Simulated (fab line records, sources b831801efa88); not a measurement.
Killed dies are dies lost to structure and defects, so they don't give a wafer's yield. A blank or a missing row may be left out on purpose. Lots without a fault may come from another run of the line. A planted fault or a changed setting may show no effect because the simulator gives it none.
Which tool did it? | flow sfq_line | 14 lots, 42 wafers sampled, at 3 steps of a route of 325

WHAT THE GAUGES READ, wafer by wafer
The record holds no reading of a measuring or inspecting step that can be judged against a usual standard deviation.

WHICH TOOL RAN EACH LOT (tool, then ch and the chambers of the sampled wafers, then the start)
lot  | SFQ_TRILAYER_I6_CMP_CMP_166   | SFQ_TRILAYER_I6_METRO_MEASURE_167 | SFQ_TRILAYER_I6_VIA_ETCH_VIA_ETCH_172
L191 | cmp-02 ch 0,1, day 72 13:33   | film_metro-03, day 72 16:46       | rie_diel-03 ch 0,1,3, day 77 07:26
L195 | cmp-02 ch 1,2,3, day 75 14:46 | film_metro-01, day 75 17:17       | rie_diel-02 ch 1,2,3, day 80 05:20
L196 | cmp-02 ch 0,1,3, day 75 21:24 | film_metro-02, day 76 00:31       | rie_diel-01 ch 1,2,3, day 80 08:56
L198 | cmp-01 ch 0,3, day 77 13:41   | film_metro-01, day 77 16:18       | rie_diel-01 ch 0,1,2, day 81 13:44
L201 | cmp-02 ch 1,3, day 77 20:43   | film_metro-02, day 77 23:44       | rie_diel-03 ch 0,1, day 81 18:32
L205 | cmp-02 ch 1,2,3, day 78 03:13 | film_metro-01, day 78 05:20       | rie_diel-03 ch 0,1, day 82 00:32
L206 | cmp-01 ch 0,1, day 79 19:32   | film_metro-03, day 79 22:10       | rie_diel-01 ch 0,2,3, day 83 14:56
L207 | cmp-02 ch 0,1,3, day 79 20:14 | film_metro-01, day 79 23:46       | rie_diel-03 ch 1,2,3, day 83 16:08
L208 | cmp-01 ch 0,1,3, day 80 01:02 | film_metro-01, day 80 04:22       | rie_diel-03 ch 0,3, day 83 20:56
L209 | cmp-02 ch 1,2, day 80 02:50   | film_metro-03, day 80 06:34       | rie_diel-02 ch 0,1,2, day 83 22:08
L211 | cmp-02 ch 1,2,3, day 80 06:50 | film_metro-01, day 80 08:58       | rie_diel-03 ch 2,3, day 84 00:32
L212 | cmp-02 ch 0,1,2, day 80 10:20 | film_metro-03, day 80 11:58       | rie_diel-02 ch 0,1,3, day 84 02:56
L213 | cmp-02 ch 0,1, day 80 11:50   | film_metro-01, day 80 15:10       | rie_diel-01 ch 1,2, day 84 05:20
L214 | cmp-01 ch 0,2, day 80 13:16   | film_metro-03, day 80 16:35       | rie_diel-03 ch 0,2, day 84 06:32
- SFQ_TRILAYER_I6_CMP_CMP_166: polishes SiO2.
- SFQ_TRILAYER_I6_METRO_MEASURE_167
- SFQ_TRILAYER_I6_VIA_ETCH_VIA_ETCH_172: etches SiO2 in CHF3, stops on Nb, target depth 260 nm.

WHAT THE TOOLS THEMSELVES READ (means of the sampled wafers that have a number; where no wafer has one, the mark that the record gives instead)
SFQ_TRILAYER_I6_CMP_CMP_166.
lot  | tool   | edge_zone_pressure_frac | head_pressure_psi (psi) | motor_current_A (A) | time_to_endpoint_s (s)
L191 | cmp-02 | 1.000                   | 3.004                   | 10.5                | 209
L195 | cmp-02 | -                       | -                       | -                   | -
L196 | cmp-02 | -                       | -                       | -                   | -
L198 | cmp-01 | 1.007                   | 3.001                   | 9.5                 | 207
L201 | cmp-02 | 0.998                   | 3.002                   | 10.6                | 220
L205 | cmp-02 | 1.002                   | 2.998                   | 10.6                | 221
L206 | cmp-01 | 1.000                   | 3.000                   | 8.4                 | 205
L207 | cmp-02 | 1.000                   | 2.999                   | 10.4                | 211
L208 | cmp-01 | 0.997                   | 2.998                   | 9.2                 | 208
L209 | cmp-02 | 1.002                   | 2.996                   | 10.1                | 210
L211 | cmp-02 | 1.001                   | 3.001                   | 10.4                | 213
L212 | cmp-02 | 0.999                   | 2.997                   | 9.9                 | 208
L213 | cmp-02 | 0.998                   | 3.008                   | 9.9                 | 214
L214 | cmp-01 | 0.997                   | 3.005                   | 9.2                 | 221

SFQ_TRILAYER_I6_METRO_MEASURE_167.
lot  | tool          | thk_nm (nm)
L191 | film_metro-03 | 198.3
L195 | film_metro-01 | 494.9
L196 | film_metro-02 | 494.0
L198 | film_metro-01 | 199.1
L201 | film_metro-02 | 198.3
L205 | film_metro-01 | 199.4
L206 | film_metro-03 | 198.8
L207 | film_metro-01 | 198.1
L208 | film_metro-01 | 200.0
L209 | film_metro-03 | 199.0
L211 | film_metro-01 | 200.1
L212 | film_metro-03 | 198.2
L213 | film_metro-01 | 200.3
L214 | film_metro-03 | 201.5

SFQ_TRILAYER_I6_VIA_ETCH_VIA_ETCH_172.
lot  | tool        | drypump_motor_current_A (A) | oes_product_au (a.u.)
L191 | rie_diel-03 | 5.6                         | 0.849
L195 | rie_diel-02 | 5.8                         | 1.611
L196 | rie_diel-01 | 5.4                         | 1.619
L198 | rie_diel-01 | 5.7                         | 0.854
L201 | rie_diel-03 | 5.6                         | 0.847
L205 | rie_diel-03 | 5.6                         | 0.854
L206 | rie_diel-01 | 5.7                         | 0.853
L207 | rie_diel-03 | 5.3                         | 0.845
L208 | rie_diel-03 | 5.7                         | 0.854
L209 | rie_diel-02 | 5.7                         | 0.855
L211 | rie_diel-03 | 5.4                         | 0.854
L212 | rie_diel-02 | 5.7                         | 0.852
L213 | rie_diel-01 | 5.5                         | 0.855
L214 | rie_diel-03 | 5.3                         | 0.858

THE ANSWER, worked out from the rows above alone
Rule: what is usual is taken from the lots themselves. Put in order of their means at a reading, lots are off if they are a third of the lots or fewer, leave a main group of 4 or more, and stand apart from it by a gap of 3 or more times the standard deviation of the main group's means; of several such gaps the widest counts. A main group whose means are all the same, to the digits that the tables above print for the reading, isn't used. A lot without any number at a reading at which 4 lots or more have one is off too. The other lots that the step has rows for count as sound. The gauges are gone through in route order, then the tools' own readings, and for those a lot's mean is taken as printed above. The first step at which some lot is off is used, and at that step the reading that is off furthest; a lot without a number counts as furthest.
Off: L195, L196, at SFQ_TRILAYER_I6_CMP_CMP_166 (edge_zone_pressure_frac). Without a number there: L195, L196. The main group: mean 1.000, standard deviation 0.0027.
A tool fits if, at that step or a process step before it, it ran every lot that is off, and no sound lot after the first of them. None of those tried fits.

WHAT THE SIMULATOR HAD PUT IN
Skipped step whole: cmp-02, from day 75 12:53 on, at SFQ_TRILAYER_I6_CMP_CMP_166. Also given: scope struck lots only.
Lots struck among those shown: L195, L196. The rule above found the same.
